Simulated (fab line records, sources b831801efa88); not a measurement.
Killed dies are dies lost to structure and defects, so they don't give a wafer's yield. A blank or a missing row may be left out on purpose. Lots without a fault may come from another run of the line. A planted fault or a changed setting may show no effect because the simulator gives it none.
Which tool did it? | flow sky130 | 24 lots, 72 wafers sampled, at 5 steps of a route of 708

WHAT THE GAUGES READ, wafer by wafer
SKY_PWDE_OVL_MEAS_07.
lot  | measured    | on         | PWDE_OVL (nm)
L074 | day 3 22:04 | overlay-01 | 2.3 3.5 2.5
L075 | day 4 01:56 | overlay-02 | -1.5 0.6 -0.4
L076 | day 4 08:43 | overlay-01 | 0.9 0.9 1.0
L077 | day 4 16:40 | overlay-02 | -1.1 0.5 -0.3
L078 | day 4 19:38 | overlay-02 | 1.1 1.6 0.3
L079 | day 5 01:19 | overlay-02 | 1.4 2.6 3.3
L080 | day 5 07:22 | overlay-02 | -0.8 1.1 1.5
L081 | day 5 15:03 | overlay-02 | 0.3 1.5 0.4
L082 | day 5 18:46 | overlay-01 | 2.4 2.7 3.0
L083 | day 5 22:30 | overlay-02 | -1.5 1.0 -2.7
L084 | day 6 04:04 | overlay-02 | -2.5 -0.3 -1.9
L085 | day 6 14:00 | overlay-01 | 1.8 2.9 -1.1
L086 | day 6 19:58 | overlay-01 | 3.7 2.0 2.3
L087 | day 6 23:02 | overlay-02 | 4.6 1.3 2.2
L088 | day 7 03:34 | overlay-01 | 3.1 2.1 3.7
L089 | day 7 07:37 | overlay-02 | 1.7 0.5 0.8
L090 | day 7 13:09 | overlay-02 | 1.7 1.6 2.2
L091 | day 7 18:43 | overlay-01 | 2.8 0.1 2.6
L092 | day 8 02:43 | overlay-01 | 2.4 2.3 2.1
L093 | day 8 08:55 | overlay-01 | 5.2 5.9 4.8
L094 | day 8 15:47 | overlay-01 | 0.2 3.3 1.0
L095 | day 8 20:22 | overlay-01 | 2.4 0.6 0.4
L096 | day 9 02:04 | overlay-02 | -0.6 -0.1 1.5
L097 | day 9 04:37 | overlay-01 | 1.4 0.8 1.8

SKY_NWELL_TW_MEAS_15.
lot  | measured     | on            | NWELL_TW
L074 | day 4 16:10  | film_metro-04 | 1843 1852 1840
L075 | day 4 19:23  | film_metro-04 | 1840 1843 1836
L076 | day 5 03:27  | film_metro-04 | 1830 1835 1832
L077 | day 5 11:28  | film_metro-02 | 1824 1831 1821
L078 | day 5 14:11  | film_metro-02 | 1837 1823 1832
L079 | day 5 20:19  | film_metro-04 | 1831 1827 1820
L080 | day 6 02:35  | film_metro-01 | 1846 1832 1845
L081 | day 6 11:20  | film_metro-01 | 1852 1850 1854
L082 | day 6 14:57  | film_metro-01 | 1834 1839 1845
L083 | day 6 18:00  | film_metro-02 | 1822 1812 1816
L084 | day 7 00:10  | film_metro-02 | 1817 1816 1816
L085 | day 7 10:40  | film_metro-02 | 1818 1818 1817
L086 | day 7 16:06  | film_metro-02 | 1811 1818 1812
L087 | day 7 19:33  | film_metro-01 | 1823 1836 1820
L088 | day 8 00:40  | film_metro-04 | 1833 1831 1832
L089 | day 8 04:53  | film_metro-04 | 1837 1827 1820
L090 | day 8 09:52  | film_metro-02 | 1824 1817 1827
L091 | day 8 17:15  | film_metro-04 | 1824 1829 1834
L092 | day 9 01:20  | film_metro-04 | 1849 1843 1848
L093 | day 9 07:56  | film_metro-02 | 1829 1833 1829
L094 | day 9 14:44  | film_metro-04 | 1851 1847 1852
L095 | day 9 19:14  | film_metro-01 | 1842 1828 1825
L096 | day 10 01:14 | film_metro-01 | 1840 1831 1840
L097 | day 10 02:51 | film_metro-04 | 1844 1851 1842

SKY_LDD_N_OVL_MEAS_07.
lot  | measured     | on         | LDD_N_OVL (nm)
L074 | day 17 17:16 | overlay-02 | -0.1 0.3 -0.9
L075 | day 17 22:58 | overlay-01 | -0.7 -0.1 -2.6
L076 | day 18 08:52 | overlay-01 | 0.0 -1.1 -1.6
L077 | day 19 05:00 | overlay-02 | -0.4 -4.1 -2.4
L078 | day 19 14:52 | overlay-01 | 0.0 -3.4 -2.1
L079 | day 19 23:34 | overlay-02 | -1.7 -2.9 -1.5
L080 | day 20 11:33 | overlay-01 | -0.2 -1.2 -3.0
L081 | day 20 20:57 | overlay-01 | 2.3 1.8 -1.5
L082 | day 21 07:22 | overlay-01 | -2.3 -0.2 -1.7
L083 | day 21 11:52 | overlay-01 | -0.1 -0.5 -1.6
L084 | day 21 17:48 | overlay-02 | -3.0 -1.6 -0.1
L085 | day 22 08:31 | overlay-01 | -1.1 0.1 -2.6
L086 | day 22 19:28 | overlay-01 | 1.1 -0.2 -0.9
L087 | day 22 22:10 | overlay-02 | -2.2 -1.7 -4.4
L088 | day 23 09:52 | overlay-02 | -2.1 -2.4 -0.9
L089 | day 23 08:58 | overlay-02 | -3.2 -2.1 -2.6
L090 | day 23 16:34 | overlay-02 | -2.8 -3.1 -1.4
L091 | day 24 11:52 | overlay-02 | -1.0 -0.9 0.6
L092 | day 24 20:46 | overlay-02 | 0.4 -1.2 -0.2
L093 | day 24 22:16 | overlay-02 | -1.9 -2.9 -3.2
L094 | day 25 07:20 | overlay-02 | -1.9 -2.4 -0.5
L095 | day 25 13:13 | overlay-01 | -1.5 -2.3 -2.6
L096 | day 26 00:22 | overlay-01 | -1.2 -2.7 -1.1
L097 | day 26 05:12 | overlay-02 | -1.6 -1.8 -1.8

SKY_SD_P_CD_MEAS_07: target cd 380 nm.
lot  | measured     | on        | cd_nm (nm)
L074 | day 25 15:33 | cd_sem-02 | 381.1 382.0 382.1
L075 | day 25 21:31 | cd_sem-02 | 386.9 386.9 386.3
L076 | day 26 09:26 | cd_sem-02 | 385.0 380.2 382.5
L077 | day 27 02:49 | cd_sem-02 | 380.8 381.0 382.2
L078 | day 27 13:17 | cd_sem-01 | 374.4 374.4 375.3
L079 | day 27 20:31 | cd_sem-01 | 376.8 377.2 376.7
L080 | day 28 08:50 | cd_sem-01 | 377.8 379.1 377.9
L081 | day 28 17:33 | cd_sem-02 | 381.9 381.3 381.4
L082 | day 29 03:12 | cd_sem-01 | 379.5 377.1 377.6
L083 | day 29 09:08 | cd_sem-02 | 381.0 378.4 378.6
L084 | day 29 10:16 | cd_sem-02 | 379.0 378.6 381.9
L085 | day 30 01:08 | cd_sem-02 | 378.8 379.4 378.7
L086 | day 30 10:02 | cd_sem-02 | 383.9 381.8 383.9
L087 | day 30 13:53 | cd_sem-02 | 382.4 383.2 379.5
L088 | day 31 00:19 | cd_sem-02 | 381.5 380.2 381.3
L089 | day 30 22:30 | cd_sem-02 | 383.7 382.8 381.9
L090 | day 31 06:47 | cd_sem-02 | 379.4 378.1 381.3
L091 | day 31 23:28 | cd_sem-02 | 380.9 379.7 378.7
L092 | day 32 07:55 | cd_sem-01 | 381.6 378.1 383.6
L093 | day 32 09:16 | cd_sem-01 | 379.7 380.3 379.8
L094 | day 32 17:57 | cd_sem-02 | 380.6 381.7 383.1
L095 | day 32 23:38 | cd_sem-01 | 378.3 380.9 382.9
L096 | day 33 10:15 | cd_sem-01 | 380.2 378.8 376.7
L097 | day 33 13:43 | cd_sem-01 | 383.0 381.1 381.8

WHICH TOOL RAN EACH LOT (tool, then ch and the chambers of the sampled wafers, then the start)
lot  | SKY_LDD_HVN_STRIP_09
L074 | plasma_asher-02 ch 0,1, day 20 08:54
L075 | plasma_asher-03 ch 0,1, day 20 15:23
L076 | plasma_asher-04 ch 0,1, day 21 01:45
L077 | plasma_asher-03 ch 0,1, day 21 21:20
L078 | plasma_asher-03 ch 0,1, day 22 07:45
L079 | plasma_asher-02 ch 0,1, day 22 15:56
L080 | plasma_asher-04 ch 0,1, day 23 04:14
L081 | plasma_asher-03 ch 0,1, day 23 13:11
L082 | plasma_asher-03 ch 0,1, day 24 00:16
L083 | plasma_asher-02 ch 0,1, day 24 05:08
L084 | plasma_asher-03 ch 0,1, day 24 08:45
L085 | plasma_asher-04 ch 0,1, day 24 23:41
L086 | plasma_asher-02 ch 0,1, day 25 10:41
L087 | plasma_asher-04 ch 0,1, day 25 13:44
L088 | plasma_asher-04 ch 0,1, day 26 00:28
L089 | plasma_asher-04 ch 0,1, day 25 23:54
L090 | plasma_asher-03 ch 0,1, day 26 08:26
L091 | plasma_asher-04 ch 0,1, day 27 02:31
L092 | plasma_asher-03 ch 0,1, day 27 10:15
L093 | plasma_asher-02 ch 0,1, day 27 11:08
L094 | plasma_asher-03 ch 0,1, day 27 21:31
L095 | plasma_asher-03 ch 0,1, day 28 03:33
L096 | plasma_asher-04 ch 0,1, day 28 13:13
L097 | plasma_asher-04 ch 0,1, day 28 18:45
- SKY_LDD_HVN_STRIP_09: strips in O2/N2.

WHAT THE TOOLS THEMSELVES READ (means of the sampled wafers that have a number; where no wafer has one, the mark that the record gives instead)
SKY_LDD_HVN_STRIP_09.
lot  | tool            | chamber_pressure_mTorr (mTorr) | drypump_motor_current_A (A) | o2_flow_sccm (sccm) | oes_product_au (a.u.) | strip_time_to_endpoint_s (s)
L074 | plasma_asher-02 | 1500.0                         | 5.5                         | 2997                | 0.404                 | 4.148
L075 | plasma_asher-03 | 1501.2                         | 5.7                         | 2989                | 0.407                 | 4.153
L076 | plasma_asher-04 | 1500.2                         | 5.4                         | 3001                | 0.407                 | 4.134
L077 | plasma_asher-03 | 1498.7                         | 5.6                         | 2992                | 0.409                 | 4.132
L078 | plasma_asher-03 | 1501.3                         | 5.7                         | 2996                | 0.411                 | 4.146
L079 | plasma_asher-02 | 1500.7                         | 5.6                         | 3002                | 0.409                 | 4.151
L080 | plasma_asher-04 | 1499.6                         | 5.5                         | 3002                | 0.407                 | 4.121
L081 | plasma_asher-03 | 1499.4                         | 5.7                         | 2995                | 0.409                 | 4.165
L082 | plasma_asher-03 | 1500.1                         | 5.7                         | 2990                | 0.414                 | 4.136
L083 | plasma_asher-02 | 1499.8                         | 5.6                         | 3005                | 0.410                 | 4.138
L084 | plasma_asher-03 | 1500.5                         | 5.7                         | 3001                | 0.410                 | 4.143
L085 | plasma_asher-04 | 1499.5                         | 5.9                         | 2998                | 0.408                 | 4.126
L086 | plasma_asher-02 | 1501.0                         | 5.4                         | 3003                | 0.410                 | 4.116
L087 | plasma_asher-04 | 1500.9                         | 5.4                         | 3001                | 0.408                 | 4.139
L088 | plasma_asher-04 | 1498.2                         | 5.4                         | 3001                | 0.411                 | 4.153
L089 | plasma_asher-04 | 1500.0                         | 5.9                         | 3005                | 0.410                 | 4.128
L090 | plasma_asher-03 | 1500.5                         | 5.6                         | 2993                | 0.408                 | 4.123
L091 | plasma_asher-04 | 1498.7                         | 5.5                         | 3005                | 0.406                 | 4.111
L092 | plasma_asher-03 | 1499.7                         | 5.6                         | 3000                | 0.406                 | 4.158
L093 | plasma_asher-02 | 1499.4                         | 5.4                         | 3001                | 0.410                 | 4.137
L094 | plasma_asher-03 | 1500.1                         | 5.7                         | 3002                | 0.406                 | 4.151
L095 | plasma_asher-03 | 1499.8                         | 5.7                         | 2999                | 0.409                 | 4.127
L096 | plasma_asher-04 | 1500.2                         | 5.5                         | 3006                | 0.408                 | 4.144
L097 | plasma_asher-04 | 1501.3                         | 5.9                         | 2988                | 0.406                 | 4.141

THE ANSWER, worked out from the rows above alone
Rule: what is usual is taken from the lots themselves. Put in order of their means at a reading, lots are off if they are a third of the lots or fewer, leave a main group of 4 or more, and stand apart from it by a gap of 3 or more times the standard deviation of the main group's means; of several such gaps the widest counts. A main group whose means are all the same, to the digits that the tables above print for the reading, isn't used. A lot without any number at a reading at which 4 lots or more have one is off too. The other lots that the step has rows for count as sound. The gauges are gone through in route order, then the tools' own readings, and for those a lot's mean is taken as printed above. The first step at which some lot is off is used, and at that step the reading that is off furthest; a lot without a number counts as furthest.
No lot is off at any reading shown: from this, nothing can be told.

WHAT THE SIMULATOR HAD PUT IN
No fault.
